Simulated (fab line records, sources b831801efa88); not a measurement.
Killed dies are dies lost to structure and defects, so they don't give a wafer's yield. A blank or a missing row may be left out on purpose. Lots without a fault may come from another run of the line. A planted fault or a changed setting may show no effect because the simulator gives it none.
A struck lot beside a sound one | flow gf180mcu | 33 steps out of a route of 602
Sound: wafers L227.1, L227.2, L227.3. Struck: wafers L235.1, L235.3, L235.4. The cause comes at the end.
At each step with rows: each side's tool, then ch and its chambers, then its first start. Under that, the readings that differ: sound wafers | struck wafers | difference of the means | sigmas: that difference in standard deviations of wafers without a fault.
alike: readings whose means differ by less than 2 such deviations, and words and numbers that are the same on both sides. not compared: withheld readings, readings that some wafer has no value for, bounds like >300 that may hide the same value, and numbers for which the record gives no deviation and whose values overlap.
The two part at a step that has a row with sigmas, a row that says differs or no value, or rows on one side only. Numbers that don't overlap but have no deviation are shown without sigmas and don't part them. A reading that every wafer of one side lacks parts them only if that side has two wafers or more.

first, 6 steps without rows for these wafers: GF_DNWELL_COAT_02 (resist thk 3000 nm); GF_DNWELL_SOFTBAKE_03; GF_DNWELL_EXPOSE_04 (exposes mask DNWELL, target cd 1700 nm); GF_DNWELL_PEB_05; GF_DNWELL_DEVELOP_06 (develop time 60 s); GF_DNWELL_IMPLANT_07.
GF_DNWELL_STRIP_08: strips in O2/N2.
  sound on plasma_asher-02 ch 0,1, day 3 21:50; struck on plasma_asher-02 ch 0,1, day 5 16:50
  alike: drypump_motor_current_A, heater_power_w, oes_product_au, strip_time_to_endpoint_s
  not compared: rf_hours_counter_h
GF_DNWELL_TW_MEAS_09:
  sound on film_metro-02, day 3 21:56; struck on film_metro-02, day 5 16:56
  alike: DNWELL_TW
then, 4 steps without rows for these wafers: GF_NWELL_DEHYDRATE_00 (time 60 s); GF_NWELL_HMDS_01 (prime time 60 s); GF_NWELL_COAT_02 (resist thk 3000 nm); GF_NWELL_SOFTBAKE_03.
GF_NWELL_EXPOSE_04: exposes mask Nwell, target cd 860 nm.
  sound on iline_stepper-02 ch 0, day 4 04:29; struck on iline_stepper-01 ch 0, day 6 00:25
  reading | sound                   | struck                        | difference | sigmas
  mask    | Nwell#0 Nwell#0 Nwell#0 | LVPWELL#0 LVPWELL#0 LVPWELL#0 | differs    |
  alike: stage_vel_mm_s
then, 2 steps without rows for these wafers: GF_NWELL_PEB_05; GF_NWELL_DEVELOP_06 (develop time 60 s).
GF_NWELL_OVL_MEAS_07:
  sound on overlay-01, day 4 10:26; struck on overlay-02, day 6 08:26
  reading        | sound          | struck | difference                    | sigmas
  NWELL_OVL (nm) | -2.5 -0.9 -0.9 | - - -  | no value on the struck wafers |
then, 2 steps without rows for these wafers: GF_NWELL_IMPLANT_08; GF_NWELL_IMPLANT_09.
GF_NWELL_STRIP_10: strips in O2/N2.
  sound on plasma_asher-02 ch 0,1, day 4 10:46; struck on plasma_asher-02 ch 0,1, day 6 08:47
  alike: drypump_motor_current_A, heater_power_w, oes_product_au, strip_time_to_endpoint_s
  not compared: rf_hours_counter_h
GF_NWELL_TW_MEAS_11:
  sound on film_metro-04, day 4 10:52; struck on film_metro-02, day 6 08:53
  reading  | sound          | struck   | difference | sigmas
  NWELL_TW | 1552 1543 1543 | 30 30 30 | -1516      | -99 or more
then, 7 steps without rows for these wafers: GF_LVPWELL_DEHYDRATE_00 (time 60 s); GF_LVPWELL_HMDS_01 (prime time 60 s); GF_LVPWELL_COAT_02 (resist thk 3000 nm); GF_LVPWELL_SOFTBAKE_03; GF_LVPWELL_EXPOSE_04 (exposes mask LVPWELL, target cd 600 nm); GF_LVPWELL_PEB_05; GF_LVPWELL_DEVELOP_06 (develop time 60 s).
GF_LVPWELL_OVL_MEAS_07:
  sound on overlay-01, day 4 23:57; struck on overlay-02, day 7 00:14
  alike: LVPWELL_OVL
then, 2 steps without rows for these wafers: GF_LVPWELL_IMPLANT_08; GF_LVPWELL_IMPLANT_09.
GF_LVPWELL_STRIP_10: strips in O2/N2.
  sound on plasma_asher-04 ch 0,1, day 5 00:17; struck on plasma_asher-04 ch 0,1, day 7 00:35
  alike: drypump_motor_current_A, heater_power_w, oes_product_au, strip_time_to_endpoint_s
  not compared: rf_hours_counter_h
GF_LVPWELL_TW_MEAS_11:
  sound on film_metro-04, day 5 00:23; struck on film_metro-02, day 7 00:41
  reading    | sound       | struck         | difference | sigmas
  LVPWELL_TW | 551 544 551 | 1594 1583 1592 | +1041      | +99 or more
then, 1 step without rows for these wafers: GF_MVSD_DEHYDRATE_00 (time 60 s).

WHERE THEY PART
First at GF_NWELL_EXPOSE_04; last, within this record, at GF_LVPWELL_TW_MEAS_11.

WHY: what the simulator had put in
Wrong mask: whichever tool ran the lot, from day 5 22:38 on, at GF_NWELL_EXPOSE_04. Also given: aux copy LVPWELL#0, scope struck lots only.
